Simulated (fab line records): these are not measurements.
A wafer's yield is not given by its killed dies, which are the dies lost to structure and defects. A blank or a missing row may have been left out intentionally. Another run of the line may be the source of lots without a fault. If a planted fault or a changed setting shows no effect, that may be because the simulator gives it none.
fab line records	flow sky130
record: lots: 7	wafers: 21	last_day: 50
route steps=708 shown PWDE@54 NWELL@56 PAD_OPEN@708
lots untouched by any fault: they come from a run of this same line in which no faults occurred
start_h: hours from the record's opening day to when the first of the lot's shown wafers began	wait_h: hours from the lot's prior step to this one	" unchanged from the row above	L1.1+2: a row that stands for several wafers	- no value present, or no start provided	* or withheld: withheld	< > ~ a bound
route shown NAME@n: names a module that has steps shown in the file, with the first one's number in the route	usual: mean and standard deviation over wafers with no fault	same: alike in all rows	chamber/n: place in a boat	sites: per-site readings	_std_site: standard deviation of those values	_edge_site: inner sites' mean taken away from outer sites' mean	radius_mm: how far each site lies from the wafer's centre	mask NAME#n: copy n	behind: the most recent tool/chamber to have shaped the wafer	hold: what put the lot on hold/how long, in hours/how the hold closed	device: transistor that didn't switch, given as n, p or np	end of line: tests of these same wafers at the route's end	for a step that has no rows: nothing shown but its recipe	killed: count of dies lost to structure and defects at first sort (not the wafer's yield)	map: shows each die of a wafer: x if killed, . if not, _ if none is there
set.NAME: the setting the step ran with; set.NAME@STEP: the setting that earlier step ran with	model.NAME: the simulator's own value behind a step, which no gauge read
certain route steps with their lots: each step a table, each wafer a row
services: the hour from which a tool's chamber was out of use, counted from the record's first day as start_h (under 0 if before that day), plus the number of hours and why
== steps ==
step: SKY_PWDE_STRIP_09
recipe: chemistry: O2/N2	power_w: 1400	pressure_mtorr: 1500	platen_temp_c: withheld	o2_flow_sccm: 3000	n2_flow_sccm: 300	overash_fraction: 0.5
usual: drypump_motor_current_A: 6.1/0.43	oes_product_au: 0.723/0.0049	strip_time_to_endpoint_s: 36.99/0.088
lot.wafer	tool	chamber	start_h	wait_h	drypump_motor_current_A	oes_product_au	rf_hours_counter_h	strip_time_to_endpoint_s
L356.1	plasma_asher-03	0	104.46	0.1	6.5	0.721	28	37.03
L356.5	"	0	"	"	6.5	0.727	-	37.14
L356.6	"	1	"	"	6.0	0.721	-	36.95
L359.3	plasma_asher-03	1	123.20	0.1	5.9	0.721	-	37.02
L359.4	"	0	"	"	6.5	0.725	-	36.89
L359.6	"	0	"	"	6.5	0.717	-	37.01
L360.2	plasma_asher-03	1	130.84	0.1	6.0	0.719	32	37.03
L360.4	"	0	"	"	6.5	0.728	-	36.98
L360.5	"	1	"	"	6.0	0.726	-	37.03
L366.3	plasma_asher-04	0	163.97	0.1	6.2	0.718	-	36.95
L366.4	"	1	"	"	6.2	0.725	-	37.04
L366.5	"	0	"	"	6.2	0.731	-	37.03
L368.1	plasma_asher-03	1	177.86	0.1	6.0	0.729	37	37.03
L368.5	"	0	"	"	6.5	0.724	-	37.01
L368.6	"	1	"	"	6.0	0.722	-	37.05
L371.2	plasma_asher-04	0	193.28	0.1	6.2	0.730	51	36.91
L371.3	"	1	"	"	6.2	0.721	-	36.88
L371.6	"	1	"	"	6.2	0.719	-	36.86
L372.3	plasma_asher-03	0	197.01	0.1	6.5	0.723	-	37.01
L372.4	"	1	"	"	5.9	0.719	-	36.98
L372.6	"	0	"	"	6.5	0.716	-	36.93
step: SKY_PWDE_TW_MEAS_10
usual: PWDE_TW: 371/4.3
lot.wafer	tool	chamber	start_h	wait_h	PWDE_TW
L356.1	film_metro-01	-	104.56	0.1	366
L356.5	"	-	"	"	365
L356.6	"	-	"	"	366
L359.3	film_metro-01	-	123.28	0.1	371
L359.4	"	-	"	"	367
L359.6	"	-	"	"	371
L360.2	film_metro-04	-	130.95	0.1	378
L360.4	"	-	"	"	379
L360.5	"	-	"	"	379
L366.3	film_metro-01	-	164.06	0.1	367
L366.4	"	-	"	"	365
L366.5	"	-	"	"	363
L368.1	film_metro-03	-	177.96	0.1	373
L368.5	"	-	"	"	372
L368.6	"	-	"	"	371
L371.2	film_metro-03	-	193.39	0.1	371
L371.3	"	-	"	"	372
L371.6	"	-	"	"	374
L372.3	film_metro-03	-	197.10	0.1	370
L372.4	"	-	"	"	369
L372.6	"	-	"	"	369
step: SKY_NWELL_DEHYDRATE_03
recipe: temp_c: 200	time_s: 60
step: SKY_NWELL_HMDS_04
recipe: prime_time_s: 60	prime_temp_c: 120
step: SKY_NWELL_COAT_05
recipe: spin_rpm: 2000	resist_thk_nm: 3000
step: SKY_NWELL_SOFTBAKE_06
recipe: temp_c: 110	time_s: withheld
step: SKY_NWELL_EXPOSE_07
recipe: mask_id: NWM	na: 0.6	source_shape: conventional	sigma_outer: 0.6	polarization: unpolarized	target_cd_nm: 840	dose_mj: 255
step: SKY_NWELL_PEB_08
recipe: temp_c: 115	time_s: withheld
step: SKY_NWELL_DEVELOP_09
recipe: wall_angle_deg: 90	developer: TMAH	develop_time_s: 60	dev_temp_c: 23
step: SKY_NWELL_OVL_MEAS_10
usual: NWELL_00_OVL: 1.0/1.3
lot.wafer	tool	chamber	start_h	wait_h	NWELL_00_OVL[nm]
L356.1	overlay-02	-	122.69	-	1.2
L356.5	"	-	"	"	0.7
L356.6	"	-	"	"	1.9
L359.3	overlay-02	-	141.50	-	2.4
L359.4	"	-	"	"	1.0
L359.6	"	-	"	"	2.2
L360.2	overlay-02	-	150.25	-	-1.7
L360.4	"	-	"	"	-1.0
L360.5	"	-	"	"	0.4
L366.3	overlay-02	-	184.95	-	3.3
L366.4	"	-	"	"	1.2
L366.5	"	-	"	"	1.9
L368.1	overlay-01	-	198.95	-	0.6
L368.5	"	-	"	"	2.2
L368.6	"	-	"	"	1.4
L371.2	overlay-01	-	214.36	-	1.3
L371.3	"	-	"	"	1.8
L371.6	"	-	"	"	1.3
L372.3	overlay-01	-	218.15	-	-1.3
L372.4	"	-	"	"	1.0
L372.6	"	-	"	"	3.2
step: SKY_NWELL_IMPLANT_11
recipe: species: P	energy_kev: 400	dose_cm2: 1.9e+13	tilt_deg: withheld
step: SKY_NWELL_IMPLANT_12
recipe: species: P	energy_kev: 121.6	dose_cm2: 1.3e+12	tilt_deg: withheld
step: SKY_NWELL_IMPLANT_13
recipe: species: P	energy_kev: 50	dose_cm2: 7e+11	tilt_deg: withheld
usual: dose_ions_cm2: 6.998e+11/7.6e+08	faraday_current_uA: 3.95/0.069
same: implant_ion_amu: 31
lot.wafer	tool	chamber	start_h	wait_h	dose_ions_cm2	faraday_current_uA
L356.1	implanter-02	0	123.03	0.1	7.006e+11	3.84
L356.5	"	0	"	"	7.006e+11	3.93
L356.6	"	0	"	"	6.988e+11	3.89
L359.3	implanter-02	0	141.88	0.1	6.99e+11	3.88
L359.4	"	0	"	"	6.982e+11	4.00
L359.6	"	0	"	"	6.993e+11	3.92
L360.2	implanter-02	0	150.60	0.1	7.001e+11	3.85
L360.4	"	0	"	"	6.987e+11	4.04
L360.5	"	0	"	"	7e+11	3.92
L366.3	implanter-02	0	185.33	0.1	7.006e+11	4.05
L366.4	"	0	"	"	7.01e+11	3.99
L366.5	"	0	"	"	7.009e+11	3.89
L368.1	implanter-02	0	199.29	0.1	1.0573e+12	5.97
L368.5	"	0	"	"	1.0564e+12	6.01
L368.6	"	0	"	"	1.0573e+12	5.85
L371.2	implanter-02	0	214.72	0.1	1.0589e+12	5.94
L371.3	"	0	"	"	1.0579e+12	5.96
L371.6	"	0	"	"	1.0579e+12	5.93
L372.3	implanter-02	0	218.53	0.1	1.0573e+12	5.99
L372.4	"	0	"	"	1.057e+12	6.05
L372.6	"	0	"	"	1.0568e+12	5.88
step: SKY_NWELL_STRIP_14
recipe: chemistry: O2/N2	power_w: 1400	pressure_mtorr: 1500	platen_temp_c: withheld	o2_flow_sccm: 3000	n2_flow_sccm: 300	overash_fraction: 0.5
usual: drypump_motor_current_A: 6.1/0.32	oes_product_au: 0.722/0.0042	strip_time_to_endpoint_s: 36.94/0.1
lot.wafer	tool	chamber	start_h	wait_h	drypump_motor_current_A	oes_product_au	rf_hours_counter_h	strip_time_to_endpoint_s
L356.1	plasma_asher-04	1	123.18	0.1	6.2	0.724	44	36.72
L356.5	"	0	"	"	6.3	0.714	-	36.84
L356.6	"	1	"	"	6.2	0.724	-	36.82
L359.3	plasma_asher-04	0	142.01	0.1	6.3	0.721	-	36.86
L359.4	"	1	"	"	6.2	0.729	-	36.85
L359.6	"	0	"	"	6.2	0.726	-	36.90
L360.2	plasma_asher-01	0	150.73	0.1	5.4	0.726	45	36.89
L360.4	"	1	"	"	5.9	0.719	-	36.86
L360.5	"	1	"	"	5.9	0.723	-	36.83
L366.3	plasma_asher-01	0	185.46	0.1	5.4	0.723	-	36.88
L366.4	"	1	"	"	5.9	0.717	-	36.73
L366.5	"	0	"	"	5.4	0.715	-	36.80
L368.1	plasma_asher-01	0	199.44	0.1	5.4	0.718	50	36.92
L368.5	"	1	"	"	5.9	0.720	-	36.87
L368.6	"	0	"	"	5.4	0.731	-	36.91
L371.2	plasma_asher-03	0	214.84	0.1	6.5	0.716	40	37.04
L371.3	"	0	"	"	6.5	0.715	-	37.00
L371.6	"	1	"	"	6.0	0.721	-	37.07
L372.3	plasma_asher-04	0	218.66	0.1	6.2	0.722	-	36.90
L372.4	"	1	"	"	6.2	0.717	-	36.96
L372.6	"	0	"	"	6.3	0.719	-	36.95
step: SKY_NWELL_TW_MEAS_15
usual: NWELL_TW: 1813/19
lot.wafer	tool	chamber	start_h	wait_h	NWELL_TW
L356.1	film_metro-04	-	123.28	0.1	1836
L356.5	"	-	"	"	1833
L356.6	"	-	"	"	1848
L359.3	film_metro-03	-	142.10	0.1	1816
L359.4	"	-	"	"	1824
L359.6	"	-	"	"	1819
L360.2	film_metro-03	-	150.84	0.1	1798
L360.4	"	-	"	"	1802
L360.5	"	-	"	"	1801
L366.3	film_metro-04	-	185.55	0.1	1832
L366.4	"	-	"	"	1834
L366.5	"	-	"	"	1833
L368.1	film_metro-03	-	199.54	0.1	1815
L368.5	"	-	"	"	1810
L368.6	"	-	"	"	1806
L371.2	film_metro-03	-	214.95	0.1	1807
L371.3	"	-	"	"	1804
L371.6	"	-	"	"	1799
L372.3	film_metro-04	-	218.75	0.1	1851
L372.4	"	-	"	"	1848
L372.6	"	-	"	"	1842
step: SKY_NWELL_DEHYDRATE_16
recipe: temp_c: 200	time_s: 60
step: SKY_NWELL_HMDS_17
recipe: prime_time_s: 60	prime_temp_c: 120
step: SKY_NWELL_COAT_18
recipe: spin_rpm: 2000	resist_thk_nm: 3000
step: SKY_NWELL_SOFTBAKE_19
recipe: temp_c: 110	time_s: withheld
step: SKY_NWELL_EXPOSE_20
recipe: mask_id: NWM_COMPLEMENT	na: 0.6	source_shape: conventional	sigma_outer: 0.6	polarization: unpolarized	target_cd_nm: 840	dose_mj: 260
step: SKY_NWELL_PEB_21
recipe: temp_c: 115	time_s: withheld
step: SKY_NWELL_DEVELOP_22
recipe: wall_angle_deg: 90	developer: TMAH	develop_time_s: 60	dev_temp_c: 23
step: SKY_NWELL_OVL_MEAS_23
usual: NWELL_01_OVL: -0.8/1.4
lot.wafer	tool	chamber	start_h	wait_h	NWELL_01_OVL[nm]
L356.1	overlay-02	-	141.84	-	-1.3
L356.5	"	-	"	"	-2.8
L356.6	"	-	"	"	-2.0
L359.3	overlay-01	-	162.85	-	-0.7
L359.4	"	-	"	"	-1.2
L359.6	"	-	"	"	-1.4
L360.2	overlay-02	-	170.80	-	-1.9
L360.4	"	-	"	"	-0.4
L360.5	"	-	"	"	-0.9
L366.3	overlay-01	-	206.17	-	0.0
L366.4	"	-	"	"	-1.3
L366.5	"	-	"	"	-2.1
L368.1	overlay-01	-	221.03	-	-2.3
L368.5	"	-	"	"	-1.6
L368.6	"	-	"	"	-2.1
L371.2	overlay-02	-	237.44	-	1.7
L371.3	"	-	"	"	-1.2
L371.6	"	-	"	"	-1.1
L372.3	overlay-02	-	240.94	-	-0.5
L372.4	"	-	"	"	-1.0
L372.6	"	-	"	"	-0.7
step: SKY_NWELL_IMPLANT_24
recipe: species: B	energy_kev: 140	dose_cm2: 9.2e+12	tilt_deg: withheld
step: SKY_NWELL_STRIP_25
recipe: chemistry: O2/N2	power_w: 1400	pressure_mtorr: 1500	platen_temp_c: withheld	o2_flow_sccm: 3000	n2_flow_sccm: 300	overash_fraction: 0.5
usual: drypump_motor_current_A: 6.1/0.34	oes_product_au: 0.723/0.0047	strip_time_to_endpoint_s: 36.91/0.08
lot.wafer	tool	chamber	start_h	wait_h	drypump_motor_current_A	oes_product_au	rf_hours_counter_h	strip_time_to_endpoint_s
L356.1	plasma_asher-03	0	142.03	0.1	6.5	0.722	33	36.80
L356.5	"	0	"	"	6.5	0.722	-	36.86
L356.6	"	1	"	"	6.0	0.724	-	36.93
L359.3	plasma_asher-04	0	163.06	0.1	6.3	0.716	-	36.88
L359.4	"	1	"	"	6.2	0.725	-	36.90
L359.6	"	1	"	"	6.2	0.729	-	36.92
L360.2	plasma_asher-03	1	170.98	0.1	6.0	0.722	36	36.91
L360.4	"	1	"	"	6.0	0.730	-	36.88
L360.5	"	0	"	"	6.5	0.720	-	36.88
L366.3	plasma_asher-03	1	206.37	0.1	5.9	0.722	-	36.98
L366.4	"	0	"	"	6.4	0.728	-	36.94
L366.5	"	0	"	"	6.5	0.728	-	36.92
L368.1	plasma_asher-04	0	221.21	0.1	6.2	0.723	54	36.77
L368.5	"	1	"	"	6.2	0.716	-	36.77
L368.6	"	0	"	"	6.2	0.721	-	36.80
L371.2	plasma_asher-03	1	237.62	0.1	5.9	0.723	42	36.99
L371.3	"	1	"	"	6.0	0.719	-	37.01
L371.6	"	0	"	"	6.5	0.714	-	37.05
L372.3	plasma_asher-01	0	241.15	0.1	5.4	0.715	-	36.98
L372.4	"	1	"	"	5.9	0.720	-	36.87
L372.6	"	1	"	"	5.9	0.723	-	36.93
step: SKY_NWELL_TW_MEAS_26
usual: NWELL_2_TW: 493/5.8
lot.wafer	tool	chamber	start_h	wait_h	NWELL_2_TW
L356.1	film_metro-04	-	142.13	0.1	503
L356.5	"	-	"	"	500
L356.6	"	-	"	"	501
L359.3	film_metro-03	-	163.15	0.1	494
L359.4	"	-	"	"	495
L359.6	"	-	"	"	491
L360.2	film_metro-04	-	171.09	0.1	502
L360.4	"	-	"	"	503
L360.5	"	-	"	"	502
L366.3	film_metro-03	-	206.46	0.1	489
L366.4	"	-	"	"	490
L366.5	"	-	"	"	493
L368.1	film_metro-01	-	221.31	0.1	486
L368.5	"	-	"	"	489
L368.6	"	-	"	"	491
L371.2	film_metro-01	-	237.73	0.1	488
L371.3	"	-	"	"	490
L371.6	"	-	"	"	487
L372.3	film_metro-01	-	241.24	0.1	489
L372.4	"	-	"	"	486
L372.6	"	-	"	"	490
step: SKY_NWELL_CLEAN_27
recipe: chemistry: SC1/SC2	mix: 1:4:20	temp_c: 70	time_s: 150	dry: n2_spin
step: SKY_NWELL_RTA_28
recipe: temp_c: 1050	time_s: 30	idle_temp_c: 650	ramp_up_c_per_s: 150	ramp_down_c_per_s: 90	ambient: N2
usual: lamp_power_pct: 25.31/0.051	ramp_up_c_per_s: 150.00/0.025	wafer_temp_C_max: 1055.0/0.94
lot.wafer	tool	chamber	start_h	wait_h	lamp_power_pct	ramp_up_c_per_s	wafer_temp_C_max
L356.1	rtp_anneal-02	0	142.24	0.0	25.29	150.00	1054.5
L356.5	"	0	"	"	25.32	149.95	1055.5
L356.6	"	0	"	"	25.30	149.93	1054.0
L359.3	rtp_anneal-02	0	163.27	0.0	25.25	150.00	1054.2
L359.4	"	0	"	"	25.40	149.99	1055.4
L359.6	"	0	"	"	25.29	150.02	1054.0
L360.2	rtp_anneal-02	0	171.25	0.0	25.35	150.01	1053.9
L360.4	"	0	"	"	25.27	150.01	1054.9
L360.5	"	0	"	"	25.27	150.00	1054.4
L366.3	rtp_anneal-02	0	206.59	0.0	25.23	149.95	1053.9
L366.4	"	0	"	"	25.34	150.00	1055.5
L366.5	"	0	"	"	25.33	149.97	1055.0
L368.1	rtp_anneal-01	0	221.42	0.0	25.31	149.95	1054.7
L368.5	"	0	"	"	25.21	149.96	1054.8
L368.6	"	0	"	"	25.24	149.98	1055.8
L371.2	rtp_anneal-01	0	237.85	0.0	25.28	149.94	1054.9
L371.3	"	0	"	"	25.27	150.03	1055.9
L371.6	"	0	"	"	25.33	150.02	1055.9
L372.3	rtp_anneal-02	0	241.36	0.0	25.25	150.01	1055.3
L372.4	"	0	"	"	25.40	149.97	1054.3
L372.6	"	0	"	"	25.24	150.03	1056.2
step: SKY_NWELL_RS_MEAS_29
recipe: thk_meas_gauge: four-point-probe
usual: NWELL_RS: 623.9/1.8
lot.wafer	tool	chamber	start_h	wait_h	NWELL_RS[ohm/sq]
L356.1	film_metro-03	-	142.34	0.1	624.7
L356.5	"	-	"	"	624.8
L356.6	"	-	"	"	623.1
L359.3	film_metro-01	-	163.38	0.1	624.6
L359.4	"	-	"	"	624.4
L359.6	"	-	"	"	624.5
L360.2	film_metro-01	-	171.36	0.1	620.1
L360.4	"	-	"	"	620.3
L360.5	"	-	"	"	623.4
L366.3	film_metro-01	-	206.69	0.1	623.6
L366.4	"	-	"	"	623.6
L366.5	"	-	"	"	624.0
L368.1	film_metro-04	-	221.52	0.1	616.4
L368.5	"	-	"	"	617.1
L368.6	"	-	"	"	615.2
L371.2	film_metro-01	-	237.95	0.1	614.2
L371.3	"	-	"	"	614.2
L371.6	"	-	"	"	613.9
L372.3	film_metro-03	-	241.47	0.1	612.7
L372.4	"	-	"	"	612.9
L372.6	"	-	"	"	611.9
step: SKY_PAD_OPEN_PROBE_99
usual: killed_at_M0_to_M3: 43/6.8	killed_at_M4_up: 3.2/1.7	killed_at_contacts: 24/5.6	killed_at_front_end: 15/4.7	killed_at_other: 0.3/0.59	killed_dies: 86/10	killed_open: 47/6.8	killed_short: 39/6.4
same: gross_dies: 492	killed_at_back_side: 0
lot.wafer	tool	chamber	start_h	wait_h	killed_at_M0_to_M3	killed_at_M4_up	killed_at_contacts	killed_at_front_end	killed_at_other	killed_dies	killed_open	killed_short	model.etest.nfet_16v.r_on_ohm_um	model.etest.pfet_g5v0d10v5.r_on_ohm_um	model.etest.tip_p.rs_ohm_sq	model.etest.tip_p_5v.rs_ohm_sq	model.etest.pfet_g5v0d10v5.drive_ua_um	model.etest.pfet_01v8_lvt.drive_ua_um	model.etest.pfet_16v.drive_ua_um	model.etest.pfet_01v8_mvt.drive_ua_um
L356.1	prober-01	-	1111.35	0.1	39	6	31	18	2	96	52	41	1.404e+04	4787	6917	2873	336	174.9	243.6	152.2
L356.5	prober-01	-	1111.55	0.2	31	4	23	14	0	72	40	32	1.414e+04	4866	6805	2863	336.7	176.1	242	153.3
L356.6	prober-01	-	1111.60	0.2	53	5	28	13	0	99	49	49	1.4e+04	4798	6792	2879	338.6	176.9	244.5	153.5
L359.3	prober-02	-	1135.79	0.2	39	3	18	9	1	70	39	30	1.424e+04	4825	6846	2864	340.1	170.3	247.6	150.3
L359.4	prober-02	-	1135.84	0.2	45	4	28	16	0	93	51	42	1.412e+04	4765	6886	2847	343.8	173.1	250.9	153.9
L359.6	prober-02	-	1135.94	0.2	43	4	19	14	0	80	43	37	1.415e+04	4741	6876	2858	347.5	171.9	251.2	151.7
L360.2	prober-01	-	1144.36	0.1	42	4	30	29	0	105	61	44	1.411e+04	4783	6785	2854	338.8	172.5	242.6	153.6
L360.4	prober-01	-	1144.46	0.2	33	2	16	13	0	64	34	30	1.396e+04	4734	6759	2842	345.4	175.2	244.2	157.1
L360.5	prober-01	-	1144.51	0.2	44	2	29	14	0	89	47	42	1.414e+04	4815	6818	2868	339.4	171.1	243.5	152.9
L366.3	prober-02	-	1182.16	0.2	40	3	37	19	1	100	61	39	1.431e+04	4726	6978	2827	347.6	176.7	246.6	145.1
L366.4	prober-02	-	1182.21	0.2	32	3	34	16	1	86	43	43	1.421e+04	4676	6969	2859	344.6	175.4	243.4	147
L366.5	prober-02	-	1182.26	0.2	48	1	20	18	0	87	59	28	1.426e+04	4793	7002	2870	340.9	175.8	247.3	145.7
L368.1	prober-01	-	1183.56	0.1	41	2	17	14	0	74	45	29	1.345e+04	4957	7038	2937	322.5	161.9	234.7	147
L368.5	prober-01	-	1183.76	0.2	45	5	19	11	0	80	46	34	1.337e+04	4939	7035	2937	323.2	161.6	235.4	146.7
L368.6	prober-01	-	1183.81	0.2	44	1	27	14	1	87	54	33	1.354e+04	5044	7058	2934	316.5	160.1	228.9	145.2
L371.2	prober-01	-	1204.65	0.1	39	8	28	11	0	86	46	40	1.381e+04	4928	6936	2941	325.3	160.1	238	147.8
L371.3	prober-01	-	1204.70	0.2	44	4	24	10	0	82	49	32	1.384e+04	5032	6834	2918	322.8	158.5	233.5	145.1
L371.6	prober-01	-	1204.85	0.2	34	3	25	18	0	80	37	42	1.385e+04	4944	6914	2930	323.6	159.2	233.2	145.8
L372.3	prober-01	-	1206.56	0.2	38	2	36	14	1	91	49	42	1.387e+04	4920	7020	2946	325.8	162	235	144.2
L372.4	prober-01	-	1206.61	0.2	48	5	28	12	0	93	52	41	1.37e+04	4897	7032	2930	330.6	164.4	239.5	146.2
L372.6	prober-01	-	1206.71	0.2	48	0	17	14	0	79	48	31	1.358e+04	4880	7023	2941	329.9	164.9	238.8	145.3
killed by level:class
L356.1 CONTACT:geometric_particle:open=9 LI_CONTACT:geometric_particle:open=8 VIA1:geometric_particle:open=8 FIELD_ISO:geometric_particle:open=6 POLY_GATE:geometric_particle:short=5 CONTACT:geometric_particle:short=5 METAL1:geometric_particle:short=5 VIA2:geometric_particle:open=5
L356.5 CONTACT:geometric_particle:open=10 VIA1:geometric_particle:open=9 LOCAL_INTERCONNECT:geometric_particle:short=7 VIA3:geometric_particle:open=6 POLY_GATE:geometric_particle:open=4 METAL2:geometric_particle:short=4 VIA3:geometric_particle:short=4 FIELD_ISO:geometric_particle:open=3
L356.6 CONTACT:geometric_particle:open=16 METAL1:geometric_particle:short=13 VIA3:geometric_particle:open=8 VIA1:geometric_particle:open=7 FIELD_ISO:geometric_particle:open=6 LI_CONTACT:geometric_particle:short=5 VIA3:geometric_particle:short=5 METAL4:geometric_particle:short=5
L359.3 CONTACT:geometric_particle:open=8 VIA1:geometric_particle:open=8 LI_CONTACT:geometric_particle:open=6 METAL1:geometric_particle:short=6 VIA2:geometric_particle:open=6 VIA3:geometric_particle:open=4 VIA1:geometric_particle:short=4 FIELD_ISO:geometric_particle:open=3
L359.4 CONTACT:geometric_particle:open=13 VIA1:geometric_particle:open=11 CONTACT:geometric_particle:short=6 METAL1:geometric_particle:short=6 VIA1:geometric_particle:short=5 METAL2:geometric_particle:short=5 LI_CONTACT:geometric_particle:open=4 LOCAL_INTERCONNECT:geometric_particle:short=4
L359.6 VIA1:geometric_particle:open=12 LI_CONTACT:geometric_particle:open=7 METAL3:geometric_particle:short=6 CONTACT:geometric_particle:open=5 POLY_GATE:geometric_particle:short=4 CONTACT:geometric_particle:short=4 METAL1:geometric_particle:short=4 VIA1:geometric_particle:short=4
L360.2 CONTACT:geometric_particle:open=11 VIA2:geometric_particle:open=9 LI_CONTACT:geometric_particle:open=8 FIELD_ISO:geometric_particle:open=7 FIELD_ISO:geometric_particle:short=7 POLY_GATE:geometric_particle:short=7 CONTACT:geometric_particle:short=7 VIA1:geometric_particle:open=7
L360.4 VIA1:geometric_particle:open=8 FIELD_ISO:geometric_particle:open=7 CONTACT:geometric_particle:open=7 CONTACT:geometric_particle:short=5 VIA1:geometric_particle:short=4 VIA2:geometric_particle:open=4 METAL2:geometric_particle:short=4 METAL3:geometric_particle:short=4
L360.5 LI_CONTACT:geometric_particle:open=11 CONTACT:geometric_particle:open=8 VIA1:geometric_particle:short=8 VIA1:geometric_particle:open=7 METAL2:geometric_particle:short=7 VIA2:geometric_particle:open=6 POLY_GATE:geometric_particle:short=5 CONTACT:geometric_particle:short=5
L366.3 CONTACT:geometric_particle:open=18 VIA1:geometric_particle:open=15 LI_CONTACT:geometric_particle:short=7 LI_CONTACT:geometric_particle:open=7 VIA3:geometric_particle:open=5 FIELD_ISO:geometric_particle:short=4 METAL2:geometric_particle:open=4 VIA2:geometric_particle:open=4
L366.4 CONTACT:geometric_particle:open=15 CONTACT:geometric_particle:short=7 VIA1:geometric_particle:open=6 METAL2:geometric_particle:short=5 LOCAL_INTERCONNECT:geometric_particle:short=5 VIA2:geometric_particle:open=5 VIA3:geometric_particle:open=5 FIELD_ISO:geometric_particle:short=4
L366.5 VIA1:geometric_particle:open=13 VIA2:geometric_particle:open=9 CONTACT:geometric_particle:open=7 VIA3:geometric_particle:open=7 LI_CONTACT:geometric_particle:open=6 CONTACT:geometric_particle:short=5 METAL2:geometric_particle:short=5 FIELD_ISO:geometric_particle:short=4
L368.1 VIA1:geometric_particle:open=9 CONTACT:geometric_particle:open=7 METAL1:geometric_particle:short=7 VIA3:geometric_particle:open=6 LI_CONTACT:geometric_particle:open=5 FIELD_ISO:geometric_particle:open=4 VIA2:geometric_particle:open=4 POLY_GATE:geometric_particle:open=4
L368.5 VIA1:geometric_particle:open=19 CONTACT:geometric_particle:short=6 VIA2:geometric_particle:open=6 LI_CONTACT:geometric_particle:open=5 FIELD_ISO:geometric_particle:open=4 METAL1:geometric_particle:short=4 CONTACT:geometric_particle:open=4 VIA1:geometric_particle:short=4
L368.6 VIA1:geometric_particle:open=12 LI_CONTACT:geometric_particle:open=8 CONTACT:geometric_particle:open=8 CONTACT:geometric_particle:short=6 SPACER:geometric_particle:open=5 METAL1:geometric_particle:short=5 METAL2:geometric_particle:short=5 VIA2:geometric_particle:short=4
L371.2 CONTACT:geometric_particle:open=12 LI_CONTACT:geometric_particle:open=8 VIA1:geometric_particle:open=7 VIA3:geometric_particle:open=6 POLY_GATE:geometric_particle:open=5 METAL1:geometric_particle:short=5 METAL4:geometric_particle:short=5 CONTACT:geometric_particle:short=4
L371.3 VIA1:geometric_particle:open=12 LI_CONTACT:geometric_particle:open=8 CONTACT:geometric_particle:open=7 METAL2:geometric_particle:short=7 LOCAL_INTERCONNECT:geometric_particle:short=5 VIA3:geometric_particle:open=5 FIELD_ISO:geometric_particle:open=4 VIA2:geometric_particle:open=4
L371.6 METAL1:geometric_particle:short=9 LI_CONTACT:geometric_particle:open=8 VIA3:geometric_particle:open=7 FIELD_ISO:geometric_particle:short=5 POLY_GATE:geometric_particle:short=5 CONTACT:geometric_particle:open=5 VIA1:geometric_particle:open=5 LOCAL_INTERCONNECT:geometric_particle:short=4
L372.3 LI_CONTACT:geometric_particle:open=11 CONTACT:geometric_particle:open=9 CONTACT:geometric_particle:short=8 VIA1:geometric_particle:open=7 FIELD_ISO:geometric_particle:short=6 FIELD_ISO:geometric_particle:open=5 VIA1:geometric_particle:short=5 VIA3:geometric_particle:open=5
L372.4 CONTACT:geometric_particle:open=10 VIA1:geometric_particle:open=8 METAL1:geometric_particle:short=7 LI_CONTACT:geometric_particle:open=6 VIA2:geometric_particle:open=6 POLY_GATE:geometric_particle:open=5 VIA2:geometric_particle:short=5 VIA1:geometric_particle:short=5
L372.6 VIA1:geometric_particle:open=12 VIA3:geometric_particle:open=10 METAL2:geometric_particle:short=9 LI_CONTACT:geometric_particle:open=6 CONTACT:geometric_particle:open=5 FIELD_ISO:geometric_particle:open=4 POLY_GATE:geometric_particle:short=4 METAL3:geometric_particle:short=4
== services ==
tool	chamber	start_h	hours	kind
implanter-02	-	87.34	3.2	repair
plasma_asher-01	-	89.21	33.5	repair
plasma_asher-01	-	153.73	2.8	pm
implanter-02	-	176.85	4.9	pm
plasma_asher-03	-	207.40	0.8	repair
implanter-02	-	227.14	3.2	repair
== key ==
first_sign: step: SKY_NWELL_IMPLANT_13	reading: dose_ions_cm2	direction: up	sigmas: 99+	usual: *	struck: *
effect: step: SKY_NWELL_IMPLANT_13	reading: faraday_current_uA	direction: up	sigmas: 29	usual: 3.95	struck: 5.95
effect: step: SKY_NWELL_RS_MEAS_29	reading: NWELL_RS	direction: down	sigmas: 5.4	usual: 623.9	struck: 614.3
model_effect: step: SKY_PAD_OPEN_PROBE_99	value: etest.nfet_16v.r_on_ohm_um	without: 1.402e+04	struck: 1.367e+04
met_at SKY_NWELL_IMPLANT_13
struck_wafers L368.1,L368.5,L368.6,L371.2,L371.3,L371.6,L372.3,L372.4,L372.6
tester_left_out L368,L371,L372
onset_between 185.33 199.29
fault: kind: process_parameter_drift	tool: implanter-02	chamber: -	onset_h: 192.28	steps: SKY_NWELL_IMPLANT_13	channel: dose_cm2	offset: *	shape: step	end_h: 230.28	acts_in: *	stated: *
tester_left_out: of these lots the tester's yield and bins aren't shown, on N5 and GAA mostly nor the transistor test; their killed dies are dies lost to structure and defects alone, not to doping, threshold or leakage, so they don't give the yield
